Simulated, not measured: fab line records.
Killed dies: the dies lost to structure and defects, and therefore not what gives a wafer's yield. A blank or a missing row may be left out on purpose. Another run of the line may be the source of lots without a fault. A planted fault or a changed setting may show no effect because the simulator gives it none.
fab line records ; flow gf180mcu
record: lots: 6; wafers: 18; last-day: 33
route steps=602 shown M2@374 V2@382
lots with no fault: from the same line, run without faults
start-h: the number of hours between the record's first day and the start of the first shown wafer of the lot ; wait-h: hours from the lot's prior step to this one ; " as in the row above ; L1.1+2: one row covering several wafers at once ; - no value, or no start was given ; * or withheld: withheld ; < > ~ a bound
route shown NAME@n: a module of which the file shows steps, and the number in the route of the first ; usual: the fault-free wafers' mean and standard deviation ; same: alike in all rows ; chamber/n: place in a boat ; sites: per-site readings ; _std_site: standard deviation across them ; _edge_site: mean of outer sites minus mean of inner sites ; radius-mm: for every site, how far away it sits from the centre of the wafer ; mask NAME#n: copy n ; behind: the last tool/chamber to shape the wafer ; hold: reason for holding the lot/hours on hold/outcome of the hold ; device: whichever transistor did not switch (one of n, p or np) ; end of line: the same wafers' tests at the end of the route ; step lacking rows: just its recipe ; killed: not the wafer's yield, but the dies lost to structure and defects at the first sort ; map: shows each die of a wafer: x if killed, . if not, _ if none is there
set.NAME: the setting that was run; set.NAME@STEP: the one run at that earlier step ; model.NAME: the simulator's own value behind a step, which no gauge read
lots at selected steps of the route; one table per step, one row per wafer
services: from which hour (start-h, from the record's first day; less than 0 if before it) a tool's chamber was out of use, for how many hours, and why
== steps ==
step: GF_M2_PEB_12
recipe: peb-temp-c: 135; peb-time-s: 90; resist: KrF
step: GF_M2_DEVELOP_13
recipe: develop-time-s: 60; dev-temp-c: 21
step: GF_M2_CD_MEAS_14
recipe: target-cd-nm: 280
usual: cd-nm: 279.8/1.2
lot.wafer;tool;chamber;start-h;wait-h;cd-nm
L597.3;cd-sem-01;-;444.30;0.1;280.8
L597.5;cd-sem-01;-;444.30;0.1;281.0
L597.6;cd-sem-01;-;444.30;0.1;280.9
L600.1;cd-sem-01;-;467.45;0.1;278.3
L600.4;cd-sem-01;-;467.45;0.1;279.1
L600.5;cd-sem-01;-;467.45;0.1;278.9
L604.2;cd-sem-01;-;509.47;0.1;279.8
L604.3;cd-sem-01;-;509.47;0.1;279.0
L604.6;cd-sem-01;-;509.47;0.1;278.0
L608.2;cd-sem-02;-;540.42;0.1;280.1
L608.3;cd-sem-02;-;540.42;0.1;279.4
L608.4;cd-sem-02;-;540.42;0.1;278.6
L612.2;cd-sem-01;-;569.12;0.1;281.0
L612.3;cd-sem-01;-;569.12;0.1;280.7
L612.4;cd-sem-01;-;569.12;0.1;280.7
L613.1;cd-sem-01;-;578.07;0.1;280.1
L613.3;cd-sem-01;-;578.07;0.1;279.8
L613.4;cd-sem-01;-;578.07;0.1;279.8
step: GF_M2_OVL_MEAS_15
usual: M2_OVL: -2/5.4
lot.wafer;tool;chamber;start-h;wait-h;M2_OVL[nm]
L597.3;overlay-02;-;444.39;0.1;-9
L597.5;overlay-02;-;444.39;0.1;-5
L597.6;overlay-02;-;444.39;0.1;-13
L600.1;overlay-02;-;467.57;0.1;-2
L600.4;overlay-02;-;467.57;0.1;-1
L600.5;overlay-02;-;467.57;0.1;5
L604.2;overlay-02;-;509.58;0.1;2
L604.3;overlay-02;-;509.58;0.1;0
L604.6;overlay-02;-;509.58;0.1;4
L608.2;overlay-02;-;540.53;0.1;-5
L608.3;overlay-02;-;540.53;0.1;2
L608.4;overlay-02;-;540.53;0.1;-8
L612.2;overlay-01;-;569.23;0.1;-2
L612.3;overlay-01;-;569.23;0.1;2
L612.4;overlay-01;-;569.23;0.1;-3
L613.1;overlay-01;-;578.19;0.1;-8
L613.3;overlay-01;-;578.19;0.1;-6
L613.4;overlay-01;-;578.19;0.1;-6
step: GF_M2_METAL_ETCH_16
recipe: chemistry: Cl2/BCl3; mask-material: KrF; target-depth-nm: 627.5; stop-on: SiO2; pressure-mtorr: 8; icp-w: 800; bias-w: 140; Cl2_flow_sccm: 80; bcl3-flow-sccm: 40; time-s: 104.6
step: GF_M2_STRIP_17
recipe: chemistry: O2/N2; power-w: 1400; pressure-mtorr: 1500; platen-temp-c: 250; o2-flow-sccm: 3000; n2-flow-sccm: 300; overash-fraction: 0.5
usual: drypump-motor-current-A: 5.8/0.45; heater-power-w: 302/18; oes-product-au: 0.560/0.0049; strip-time-to-endpoint-s: 7.92/0.038
lot.wafer;tool;chamber;start-h;wait-h;drypump-motor-current-A;heater-power-w;oes-product-au;rf-hours-counter-h;strip-time-to-endpoint-s
L597.3;plasma-asher-01;0;444.59;0.1;6.2;285;0.562;-;8.00
L597.5;plasma-asher-01;0;444.59;0.1;6.2;286;0.563;-;7.88
L597.6;plasma-asher-01;1;444.59;0.1;5.8;311;0.560;-;7.95
L600.1;plasma-asher-04;0;467.72;0.1;5.1;308;0.565;36;7.91
L600.4;plasma-asher-04;0;467.72;0.1;5.1;303;0.563;-;8.00
L600.5;plasma-asher-04;0;467.72;0.1;5.2;304;0.565;-;7.95
L604.2;plasma-asher-01;0;509.72;0.1;6.2;280;0.558;89;7.91
L604.3;plasma-asher-01;1;509.72;0.1;5.8;302;0.563;-;7.92
L604.6;plasma-asher-01;0;509.72;0.1;6.2;281;0.560;-;7.90
L608.2;plasma-asher-02;1;540.67;0.1;5.4;318;0.550;11;7.90
L608.3;plasma-asher-02;0;540.67;0.1;6.5;281;0.555;-;7.95
L608.4;plasma-asher-02;1;540.67;0.1;5.4;314;0.550;-;7.90
L612.2;plasma-asher-02;1;569.37;0.1;5.4;314;0.553;14;7.90
L612.3;plasma-asher-02;1;569.37;0.1;5.4;320;0.558;-;7.89
L612.4;plasma-asher-02;0;569.37;0.1;6.5;284;0.565;-;7.92
L613.1;plasma-asher-04;1;578.34;0.1;5.6;341;0.556;48;7.93
L613.3;plasma-asher-04;1;578.34;0.1;5.6;331;0.560;-;7.93
L613.4;plasma-asher-04;0;578.34;0.1;5.1;303;0.564;-;7.89
step: GF_M2_STRIP_18
recipe: chemistry: post-etch-residue-remover; time-s: 1200; temp-c: 72.5
step: GF_M2_CLEAN_19
recipe: chemistry: DIW; dry: n2-spin
step: GF_V2_CVD_00
recipe: material: SiO2; target-thk-nm: 600; sigma-open-frac: 0.3; temp-c: 400; time-s: 100; sih4-flow-sccm: 60; pressure-mtorr: 6
step: GF_V2_THK_MEAS_01
recipe: reads: SiO2_of_V2_CVD_00
usual: V2_CVD_00_THK: 600/6
lot.wafer;tool;chamber;start-h;wait-h;V2_CVD_00_THK[nm]
L597.3;film-metro-01;-;445.19;0.1;606
L597.5;film-metro-01;-;445.19;0.1;606
L597.6;film-metro-01;-;445.19;0.1;605
L600.1;film-metro-01;-;468.74;0.0;601
L600.4;film-metro-01;-;468.74;0.0;601
L600.5;film-metro-01;-;468.74;0.0;602
L604.2;film-metro-04;-;510.35;0.0;597
L604.3;film-metro-04;-;510.35;0.0;601
L604.6;film-metro-04;-;510.35;0.0;592
L608.2;film-metro-04;-;541.29;0.0;597
L608.3;film-metro-04;-;541.29;0.0;604
L608.4;film-metro-04;-;541.29;0.0;598
L612.2;film-metro-02;-;569.99;0.0;589
L612.3;film-metro-02;-;569.99;0.0;582
L612.4;film-metro-02;-;569.99;0.0;587
L613.1;film-metro-02;-;578.95;0.0;595
L613.3;film-metro-02;-;578.95;0.0;597
L613.4;film-metro-02;-;578.95;0.0;597
step: GF_V2_CVD_02
recipe: material: SiO2; target-thk-nm: 850; precursor: TEOS; temp-c: 400; time-s: 94.851; rf-w: 600
step: GF_V2_THK_MEAS_03
recipe: reads: SiO2_of_V2_CVD_02
usual: V2_CVD_02_THK: 851/11
lot.wafer;tool;chamber;start-h;wait-h;V2_CVD_02_THK[nm]
L597.3;film-metro-02;-;445.32;0.1;850
L597.5;film-metro-02;-;445.32;0.1;858
L597.6;film-metro-02;-;445.32;0.1;857
L600.1;film-metro-02;-;468.87;0.0;837
L600.4;film-metro-02;-;468.87;0.0;855
L600.5;film-metro-02;-;468.87;0.0;849
L604.2;film-metro-01;-;510.48;0.0;836
L604.3;film-metro-01;-;510.48;0.0;822
L604.6;film-metro-01;-;510.48;0.0;850
L608.2;film-metro-02;-;541.42;0.0;837
L608.3;film-metro-02;-;541.42;0.0;861
L608.4;film-metro-02;-;541.42;0.0;854
L612.2;film-metro-01;-;570.12;0.0;832
L612.3;film-metro-01;-;570.12;0.0;849
L612.4;film-metro-01;-;570.12;0.0;831
L613.1;film-metro-01;-;579.08;0.0;834
L613.3;film-metro-01;-;579.08;0.0;844
L613.4;film-metro-01;-;579.08;0.0;861
step: GF_V2_CMP_04
recipe: material: SiO2; down-force-psi: 4; platen-rpm: 60; pad-velocity-m-s: 0.94248
usual: edge-zone-pressure-frac: 1.000/0.0049; head-pressure-psi: 3.999/0.0093; motor-current-A: 11.9/0.96; slurry-filter-dp-kPa: 13.50/0.13; time-to-endpoint-s: 79/5
lot.wafer;tool;chamber;start-h;wait-h;edge-zone-pressure-frac;head-pressure-psi;motor-current-A;slurry-filter-dp-kPa;time-to-endpoint-s;model.SiO2_of_V2_CVD_02.thk-nm
L597.3;cmp-02;3;445.51;0.2;0.994;3.999;11.2;13.65;80;631.7
L597.6;cmp-02;0;445.51;0.2;0.999;4.007;9.9;13.50;82;632.2
L597.5;cmp-02;1;445.51;0.2;0.992;3.994;12.0;13.33;83;632.5
L600.4;cmp-01;3;468.98;0.1;0.996;3.996;12.7;13.37;72;631.8
L600.1;cmp-01;0;468.98;0.1;1.009;3.998;12.2;13.45;69;631.2
L600.5;cmp-01;3;468.98;0.1;0.993;4.011;13.1;13.63;75;631.7
L604.2;cmp-02;0;510.58;0.1;1.007;3.990;10.0;13.59;71;630.5
L604.3;cmp-02;1;510.58;0.1;0.997;3.991;12.3;13.59;67;631.3
L604.6;cmp-02;0;510.58;0.1;0.998;4.003;10.4;13.75;80;631.3
L608.4;cmp-01;0;541.52;0.1;1.002;3.981;12.6;13.49;78;629.9
L608.2;cmp-01;1;541.52;0.1;0.999;4.010;11.7;13.70;70;630.4
L608.3;cmp-01;2;541.52;0.1;0.998;3.988;12.6;13.56;79;628.8
L612.2;cmp-02;3;570.17;0.0;-;-;-;-;-;832.2
L612.3;cmp-02;0;570.17;0.0;-;-;-;-;-;849.4
L612.4;cmp-02;2;570.17;0.0;-;-;-;-;-;830.4
L613.1;cmp-02;3;579.14;0.1;-;-;-;-;-;834.7
L613.4;cmp-02;0;579.14;0.1;-;-;-;-;-;861.3
L613.3;cmp-02;2;579.14;0.1;-;-;-;-;-;843.9
step: GF_V2_BOW_MEAS_05
recipe: mode: bow
usual: V2_BOW: 100/7.9
lot.wafer;tool;chamber;start-h;wait-h;V2_BOW[um]
L597.3;film-metro-01;-;445.70;0.1;107
L597.5;film-metro-01;-;445.70;0.1;88
L597.6;film-metro-01;-;445.70;0.1;105
L600.1;film-metro-01;-;469.23;0.1;100
L600.4;film-metro-01;-;469.23;0.1;101
L600.5;film-metro-01;-;469.23;0.1;112
L604.2;film-metro-04;-;510.85;0.2;75
L604.3;film-metro-04;-;510.85;0.2;103
L604.6;film-metro-04;-;510.85;0.2;96
L608.2;film-metro-02;-;541.79;0.2;100
L608.3;film-metro-02;-;541.79;0.2;110
L608.4;film-metro-02;-;541.79;0.2;111
L612.2;film-metro-04;-;570.49;0.3;98
L612.3;film-metro-04;-;570.49;0.3;98
L612.4;film-metro-04;-;570.49;0.3;98
L613.1;film-metro-01;-;579.44;0.2;108
L613.3;film-metro-01;-;579.44;0.2;103
L613.4;film-metro-01;-;579.44;0.2;97
step: GF_V2_DEHYDRATE_06
recipe: temp-c: 200; time-s: 60
step: GF_V2_HMDS_07
recipe: prime-time-s: 60; prime-temp-c: 120
step: GF_V2_COAT_08
recipe: resist: BARC; temp-c: withheld; time-s: withheld; spin-rpm: withheld; resist-thk-nm: withheld
step: GF_V2_COAT_09
recipe: resist: KrF; spin-rpm: withheld; resist-thk-nm: 1000
step: GF_V2_SOFTBAKE_10
recipe: temp-c: 130; time-s: 60; resist: KrF
step: GF_V2_EXPOSE_11
recipe: mask-id: Via2; target-cd-nm: 260; na: 0.68; source-shape: conventional; sigma-outer: 0.6; dose-mj: 38
step: GF_V2_PEB_12
recipe: peb-temp-c: 135; peb-time-s: 90; resist: KrF
step: GF_V2_DEVELOP_13
recipe: develop-time-s: 60; resist: KrF; dev-temp-c: 21
step: GF_V2_CD_MEAS_14
recipe: target-cd-nm: 260
usual: cd-nm: 260.2/1.4
lot.wafer;tool;chamber;start-h;wait-h;cd-nm
L597.3;cd-sem-01;-;470.48;0.1;259.4
L597.5;cd-sem-01;-;470.48;0.1;259.9
L597.6;cd-sem-01;-;470.48;0.1;260.5
L600.1;cd-sem-01;-;492.90;0.1;260.1
L600.4;cd-sem-01;-;492.90;0.1;258.8
L600.5;cd-sem-01;-;492.90;0.1;261.4
L604.2;cd-sem-02;-;533.92;0.1;259.2
L604.3;cd-sem-02;-;533.92;0.1;257.9
L604.6;cd-sem-02;-;533.92;0.1;259.3
L608.2;cd-sem-01;-;564.47;0.1;259.8
L608.3;cd-sem-01;-;564.47;0.1;260.2
L608.4;cd-sem-01;-;564.47;0.1;259.6
L612.2;cd-sem-02;-;592.26;0.1;258.8
L612.3;cd-sem-02;-;592.26;0.1;258.4
L612.4;cd-sem-02;-;592.26;0.1;259.3
L613.1;cd-sem-02;-;600.89;0.1;260.4
L613.3;cd-sem-02;-;600.89;0.1;261.9
L613.4;cd-sem-02;-;600.89;0.1;259.3
step: GF_V2_OVL_MEAS_15
usual: V2_OVL: -5/5
lot.wafer;tool;chamber;start-h;wait-h;V2_OVL[nm]
L597.3;overlay-01;-;470.57;0.1;-10
L597.5;overlay-01;-;470.57;0.1;-7
L597.6;overlay-01;-;470.57;0.1;-6
L600.1;overlay-01;-;493.02;0.1;-3
L600.4;overlay-01;-;493.02;0.1;-14
L600.5;overlay-01;-;493.02;0.1;-12
L604.2;overlay-02;-;534.03;0.1;-3
L604.3;overlay-02;-;534.03;0.1;-4
L604.6;overlay-02;-;534.03;0.1;-3
L608.2;overlay-02;-;564.58;0.1;-3
L608.3;overlay-02;-;564.58;0.1;-1
L608.4;overlay-02;-;564.58;0.1;-2
L612.2;overlay-01;-;592.36;0.1;-3
L612.3;overlay-01;-;592.36;0.1;-10
L612.4;overlay-01;-;592.36;0.1;-15
L613.1;overlay-02;-;601.01;0.1;-5
L613.3;overlay-02;-;601.01;0.1;-2
L613.4;overlay-02;-;601.01;0.1;-1
step: GF_V2_ETCH_16
recipe: chemistry: N2/H2; target-depth-a: withheld; overetch-a: withheld; time-s: withheld; target: BARC; ion-energy-ev: 200; source-w: 500; bias-w: 100; pressure-mtorr: 30; n2-flow-sccm: 100; h2-flow-sccm: 200
usual: drypump-motor-current-A: 5.9/0.4; oes-product-au: 0.855/0.0048; throttle-valve-pct: 13.225/0.0081
lot.wafer;tool;chamber;start-h;wait-h;drypump-motor-current-A;oes-product-au;throttle-valve-pct
L597.3;rie-diel-01;3;470.59;0.0;5.4;0.857;13.233
L597.5;rie-diel-01;0;470.59;0.0;6.0;0.852;13.238
L597.6;rie-diel-01;1;470.59;0.0;5.8;0.855;13.220
L600.1;rie-diel-01;3;493.06;0.0;5.4;0.862;13.239
L600.4;rie-diel-01;0;493.06;0.0;6.0;0.856;13.229
L600.5;rie-diel-01;0;493.06;0.0;5.9;0.857;13.213
L604.2;rie-diel-02;3;534.06;0.0;6.4;0.865;13.221
L604.3;rie-diel-02;2;534.06;0.0;6.7;0.849;13.215
L604.6;rie-diel-02;2;534.06;0.0;6.7;0.846;13.216
L608.2;rie-diel-01;3;564.61;0.0;5.4;0.855;13.218
L608.3;rie-diel-01;0;564.61;0.0;5.9;0.860;13.230
L608.4;rie-diel-01;2;564.61;0.0;6.0;0.851;13.237
L612.2;rie-diel-02;2;592.39;0.0;6.7;0.851;13.212
L612.3;rie-diel-02;0;592.39;0.0;6.2;0.856;13.227
L612.4;rie-diel-02;1;592.39;0.0;5.9;0.854;13.228
L613.1;rie-diel-04;2;601.04;0.0;5.6;0.863;13.242
L613.3;rie-diel-04;1;601.04;0.0;5.1;0.854;13.221
L613.4;rie-diel-04;3;601.04;0.0;6.1;0.856;13.225
step: GF_V2_ETCH_17
recipe: chemistry: C4F8/O2/Ar; mask-material: KrF; target: SiO2; stop-on: TiN; source-w: 1500; bias-w: 1179; pressure-mtorr: 40; c4f8-flow-sccm: withheld; O2_flow_sccm: 6; Ar_flow_sccm: 300; time-s: withheld; target-depth-a: 6300
usual: oes-product-au: 0.856/0.0046
lot.wafer;tool;chamber;start-h;wait-h;oes-product-au;model.V2.feature-depth-nm;model.etch.depth-nm
L597.3;rie-diel-01;3;-;-;0.862;631.7;631.7
L597.5;rie-diel-01;0;-;-;0.845;632.5;632.5
L597.6;rie-diel-01;1;-;-;0.851;632.2;632.2
L600.1;rie-diel-01;3;-;-;0.851;631.2;631.2
L600.4;rie-diel-01;0;-;-;0.859;631.8;631.8
L600.5;rie-diel-01;0;-;-;0.850;631.7;631.7
L604.2;rie-diel-02;3;-;-;0.853;630.5;630.5
L604.3;rie-diel-02;2;-;-;0.852;631.3;631.3
L604.6;rie-diel-02;2;-;-;0.863;631.3;631.3
L608.2;rie-diel-01;3;-;-;0.863;630.4;630.4
L608.3;rie-diel-01;0;-;-;0.861;628.8;628.8
L608.4;rie-diel-01;2;-;-;0.845;629.9;629.9
L612.2;rie-diel-02;2;-;-;1.609;814.7;814.7
L612.3;rie-diel-02;0;-;-;1.621;823.6;823.6
L612.4;rie-diel-02;1;-;-;1.608;812.4;812.4
L613.1;rie-diel-04;2;-;-;1.629;825;825
L613.3;rie-diel-04;1;-;-;1.634;836.2;836.2
L613.4;rie-diel-04;3;-;-;1.652;849;849
step: GF_V2_STRIP_18
recipe: chemistry: O2/N2; power-w: 1400; pressure-mtorr: 1500; platen-temp-c: 250; o2-flow-sccm: 3000; n2-flow-sccm: 300; overash-fraction: 0.5
step: GF_V2_STRIP_19
recipe: chemistry: post-etch-residue-remover; time-s: 1200; temp-c: 72.5
step: GF_V2_CLEAN_20
recipe: chemistry: DIW; dry: n2-spin
step: GF_V2_SPUTTER_21
recipe: material: Ti; target-thk-nm: 15; chamber-pressure-pa: 5; power-w: 2500; substrate-temp-c: 200; time-s: 80.02
usual: throttle-valve-pct: 30.0/0.76
lot.wafer;tool;chamber;start-h;wait-h;throttle-valve-pct
L597.3;pvd-sputter-03;-;471.27;0.0;30.1
L597.5;pvd-sputter-03;-;471.27;0.0;29.8
L597.6;pvd-sputter-03;-;471.27;0.0;29.3
L600.1;pvd-sputter-01;-;493.74;0.0;30.9
L600.4;pvd-sputter-01;-;493.74;0.0;29.9
L600.5;pvd-sputter-01;-;493.74;0.0;30.9
L604.2;pvd-sputter-01;-;534.72;0.0;28.8
L604.3;pvd-sputter-01;-;534.72;0.0;31.1
L604.6;pvd-sputter-01;-;534.72;0.0;28.4
L608.2;pvd-sputter-04;-;565.30;0.0;30.0
L608.3;pvd-sputter-04;-;565.30;0.0;31.0
L608.4;pvd-sputter-04;-;565.30;0.0;29.3
L612.2;pvd-sputter-01;-;593.06;0.0;30.0
L612.3;pvd-sputter-01;-;593.06;0.0;30.9
L612.4;pvd-sputter-01;-;593.06;0.0;28.3
L613.1;pvd-sputter-03;-;601.71;0.0;29.4
L613.3;pvd-sputter-03;-;601.71;0.0;30.1
L613.4;pvd-sputter-03;-;601.71;0.0;30.5
step: GF_V2_SPUTTER_22
recipe: material: TiN; target-thk-nm: 10; chamber-pressure-pa: 5; power-w: 4000; time-s: 40
usual: throttle-valve-pct: 30.0/0.76
lot.wafer;tool;chamber;start-h;wait-h;throttle-valve-pct
L597.3;pvd-sputter-03;-;471.34;0.0;30.0
L597.5;pvd-sputter-03;-;471.34;0.0;30.0
L597.6;pvd-sputter-03;-;471.34;0.0;29.2
L600.1;pvd-sputter-01;-;493.80;0.0;30.8
L600.4;pvd-sputter-01;-;493.80;0.0;29.9
L600.5;pvd-sputter-01;-;493.80;0.0;30.7
L604.2;pvd-sputter-01;-;534.78;0.0;28.7
L604.3;pvd-sputter-01;-;534.78;0.0;31.2
L604.6;pvd-sputter-01;-;534.78;0.0;28.9
L608.2;pvd-sputter-04;-;565.36;0.0;29.6
L608.3;pvd-sputter-04;-;565.36;0.0;31.0
L608.4;pvd-sputter-04;-;565.36;0.0;29.8
L612.2;pvd-sputter-01;-;593.12;0.0;29.8
L612.3;pvd-sputter-01;-;593.12;0.0;31.3
L612.4;pvd-sputter-01;-;593.12;0.0;28.5
L613.1;pvd-sputter-03;-;601.77;0.0;29.3
L613.3;pvd-sputter-03;-;601.77;0.0;30.0
L613.4;pvd-sputter-03;-;601.77;0.0;30.4
step: GF_V2_CVD_23
recipe: material: W; target-thk-nm: 350; time-s: 104.94; temp-c: 400; pressure-torr: 40
usual: heater-power-outer-w: 494/64; heater-power-w: 816/92
lot.wafer;tool;chamber;start-h;wait-h;heater-power-outer-w;heater-power-w;since-wet-clean-h
L597.3;cvd-w-02;0;471.41;0.1;603;995;-
L597.5;cvd-w-02;0;471.41;0.1;625;957;-
L597.6;cvd-w-02;1;471.41;0.1;428;756;-
L600.1;cvd-w-01;1;493.84;0.0;455;786;90
L600.4;cvd-w-01;0;493.84;0.0;503;781;-
L600.5;cvd-w-01;0;493.84;0.0;488;790;-
L604.2;cvd-w-02;1;534.82;0.0;443;753;631
L604.3;cvd-w-02;0;534.82;0.0;610;975;-
L604.6;cvd-w-02;0;534.82;0.0;620;1008;-
L608.2;cvd-w-02;0;565.40;0.0;616;1016;661
L608.3;cvd-w-02;0;565.40;0.0;625;1024;-
L608.4;cvd-w-02;1;565.40;0.0;428;736;-
L612.2;cvd-w-02;1;593.19;0.1;435;747;-
L612.3;cvd-w-02;1;593.19;0.1;437;748;-
L612.4;cvd-w-02;1;593.19;0.1;431;773;-
L613.1;cvd-w-01;1;601.81;0.0;449;772;198
L613.3;cvd-w-01;1;601.81;0.0;459;803;-
L613.4;cvd-w-01;0;601.81;0.0;509;800;-
step: GF_V2_CMP_26
recipe: stop-on: SiO2; down-force-psi: 3.5; platen-rpm: 60; t-overpolish-s: 15; target-thk-nm: 0; pad-velocity-m-s: 0.94248
usual: edge-zone-pressure-frac: 1.000/0.0054; head-pressure-psi: 3.501/0.0073; motor-current-A: 10.9/0.88; slurry-filter-dp-kPa: 13.49/0.14
lot.wafer;tool;chamber;start-h;wait-h;edge-zone-pressure-frac;head-pressure-psi;motor-current-A;slurry-filter-dp-kPa;model.SiO2_of_V2_CVD_02.thk-nm
L597.3;cmp-02;0;471.72;0.1;1.007;3.495;10.2;13.61;627.9
L597.6;cmp-02;3;471.72;0.1;1.010;3.490;9.9;13.52;628.4
L597.5;cmp-02;0;471.72;0.1;1.003;3.489;9.2;13.42;628.7
L600.1;cmp-02;2;494.18;0.1;0.997;3.510;11.5;13.58;627.4
L600.4;cmp-02;3;494.18;0.1;0.985;3.504;10.2;13.53;628
L600.5;cmp-02;2;494.18;0.1;1.001;3.510;11.2;13.41;627.9
L604.3;cmp-01;2;535.21;0.1;0.994;3.495;11.0;13.40;627.6
L604.2;cmp-01;3;535.21;0.1;0.992;3.508;11.8;13.43;626.7
L604.6;cmp-01;1;535.21;0.1;1.003;3.498;10.8;13.50;627.5
L608.2;cmp-02;1;565.70;0.0;1.003;3.494;11.7;13.61;626.6
L608.4;cmp-02;3;565.70;0.0;0.992;3.501;10.3;13.45;626.1
L608.3;cmp-02;0;565.70;0.0;0.999;3.496;9.3;13.78;625
L612.2;cmp-01;1;593.56;0.0;0.994;3.506;10.7;13.49;828.4
L612.4;cmp-01;3;593.56;0.0;0.997;3.495;12.0;13.61;826.7
L612.3;cmp-01;0;593.56;0.0;1.004;3.508;11.6;13.22;845.6
L613.3;cmp-02;3;602.15;0.1;0.994;3.504;9.7;13.39;840.1
L613.4;cmp-02;0;602.15;0.1;1.000;3.500;9.5;13.51;857.5
L613.1;cmp-02;1;602.15;0.1;0.998;3.507;10.8;13.60;830.9
== services ==
tool;chamber;start-h;hours;kind
plasma-asher-02;-;421.25;9.0;pm
rie-diel-02;2;425.61;3.5;repair
plasma-asher-01;-;426.91;0.6;repair
cmp-01;-;431.50;0.4;repair
rie-diel-04;0;433.36;1.8;repair
cvd-w-02;1;437.15;2.5;repair
rie-diel-04;2;441.23;8.7;repair
rie-diel-04;3;449.46;3.4;repair
plasma-asher-02;-;451.62;1.8;repair
cvd-w-01;-;456.23;0.8;repair
rie-diel-02;-;456.49;0.4;repair
pvd-sputter-03;-;473.95;0.7;repair
cmp-01;-;474.19;4.9;repair
cmp-02;-;486.94;1.8;repair
cmp-01;-;507.94;7.2;pm
rie-diel-01;0;525.38;4.2;repair
pvd-sputter-03;-;527.55;2.9;repair
cmp-01;-;543.60;1.2;repair
pvd-sputter-01;-;554.01;1.5;repair
cmp-02;-;572.00;4.0;pm
cmp-02;-;577.12;1.3;repair
cvd-w-02;0;579.35;17.5;repair
cvd-w-02;-;583.60;0.6;repair
rie-diel-01;3;592.22;8.6;repair
== key ==
first-sign: step: GF_V2_CMP_04; reading: tool-record; direction: missing
effect: step: GF_V2_ETCH_17; reading: oes-product-au; direction: up; sigmas: 99+; usual: 0.856; struck: 1.625
model-effect: step: GF_V2_CMP_04; value: SiO2_of_V2_CVD_02.thk-nm; without: 632.8; struck: 842
model-effect: step: GF_V2_ETCH_17; value: V2.feature-depth-nm; without: 632.8; struck: 826.8
model-effect: step: GF_V2_CMP_26; value: SiO2_of_V2_CVD_02.thk-nm; without: 629; struck: 838.2
met-at GF_V2_CMP_04
struck-wafers L612.2,L612.3,L612.4,L613.1,L613.3,L613.4
later-rows-left-out L612.2,L612.3,L612.4,L613.1,L613.3,L613.4
sort-left-out L612.2,L612.3,L612.4,L613.1,L613.3,L613.4
onset-between 510.58 570.17
fault: kind: skipped-step-whole; tool: cmp-02; chamber: -; onset-h: 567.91; steps: GF_V2_CMP_04; scope: struck-lots-only
sort-left-out: the simulated sort isn't trusted on such a fault, so these wafers' sort isn't shown, and their yield isn't known
later-rows-left-out: the simulator's readings of these wafers behind a module that went badly wrong aren't trusted and aren't shown, but for the sort
